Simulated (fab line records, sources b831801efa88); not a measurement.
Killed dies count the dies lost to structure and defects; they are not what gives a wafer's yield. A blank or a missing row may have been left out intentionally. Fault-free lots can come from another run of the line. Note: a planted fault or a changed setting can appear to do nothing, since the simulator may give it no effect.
Code-filled problem report in 8D (eight disciplines) form ; flow gf180mcu ; the parts of the form that need people (team, actions taken, sign-off) are left out

## 1. THE ISSUE
Wafers free of any fault read 89.8 nm (standard deviation 0.78) for HV_LDD_CVD_56_THK at GF_HV_LDD_THK_MEAS_57, against a mean of 83.8 nm on 6 wafers of 2 lots. Measured from the usual mean, that is -7.6 standard deviations.
Seen first at day 17 15:07 on film-metro-02, wafer L384.3. At this step, 36 wafers from 12 lots have a number in the record. By rule, "out" or "out of limits" means more than 4 standard deviations away from the usual mean. Any other wafer with a number is counted as sound.

## 2. WHAT THIS IS AND IS NOT
question;is;is not
which readings at this step;HV_LDD_CVD_56_THK;-
which lots;L384, L385;L370, L372, L373, L375, L376, L380, L386, L391, L392, L393
which wafers of those lots;all that have a number;-
read on which gauges;film-metro-02, film-metro-03;film-metro-04
when;from day 17 15:07;"up to then (18 sound wafers); but 12 sound wafers of L386, L391, L392, L393 came after"

## 3. THE SUSPECTS, EACH WITH WHAT RULES IT OUT
Counting: any tool at a process step up to the reading is kept as a suspect provided that every lot that is out went through it and no sound lot did after the first of them.
- the gauge at GF_HV_LDD_THK_MEAS_57: ruled out. Those wafers that are out were read across 2 gauges (film-metro-02, film-metro-03).
- lpcvd-01 at GF_HV_LDD_CVD_56 (deposits Si3N4 from DCS/NH3, target thk 90 nm, time 1543 s): kept. It processed each lot that is out, first L384 at day 17 13:40, and no sound lot thereafter; up to then, the last sound lot it processed was L376 at day 14 13:04. Out on those wafers are its own readings of susceptor-temp-C.
Left after counting: lpcvd-01 at GF_HV_LDD_CVD_56.

## 4. THE CAUSE (what the simulator had put in)
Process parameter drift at GF_HV_LDD_CVD_56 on lpcvd-01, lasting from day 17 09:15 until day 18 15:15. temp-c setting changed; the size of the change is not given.
The count eliminated every tool but this one.

## 5. SEQUENCE OF EFFECTS, ordered by route
Each row: a reading whose mean over the struck wafers that have a number lies more than 3 standard deviations from the usual. Only readings for which the record gives a usual standard deviation are gone through. hours: the time from each lot's start at the first step in this table that gives one to its start at this step, as a median over the lots. sigmas: the change in usual standard deviations.
hours;step;reading;usual;on struck wafers;change;sigmas
0;GF_HV_LDD_CVD_56;spike-tc-top-C;782.5 C;777.7;-4.8;-3.2
0;GF_HV_LDD_CVD_56;spike-tc-upper-C;770.1 C;765.7;-4.4;-3.7
0;GF_HV_LDD_CVD_56;susceptor-temp-C;770.1 C;766.5;-3.6;-12
1;GF_HV_LDD_THK_MEAS_57;HV_LDD_CVD_56_THK;89.8 nm;83.8;-6.0;-7.6
1;GF_HV_LDD_ETCHBACK_58;oes-product-au;0.842 a.u.;0.812;-0.030;-5.1
Here are the process steps it includes:
- GF_HV_LDD_CVD_56: deposits Si3N4 from DCS/NH3, target thk 90 nm, time 1543 s.
- GF_HV_LDD_ETCHBACK_58: etches Si3N4 in CH3F/O2, stops on SiO2, time 100 s, target depth 90 nm.

## 6. HOW IT WOULD HAVE BEEN CAUGHT EARLIER
6 hours passed between the start of the fault at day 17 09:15 and the first reading out of limits at a measuring or inspecting step in this record, taken at day 17 15:07.
The tool's own readings at GF_HV_LDD_CVD_56 were out on every struck wafer that the step has a row for (susceptor-temp-C): an alarm limit on them would have fired on the first of those.
The start of GF_HV_LDD_CVD_56 on lpcvd-01 came by day 17 15:07 for every one of the lots that are out (2). None of them would have been spared by holding the tool at that moment.
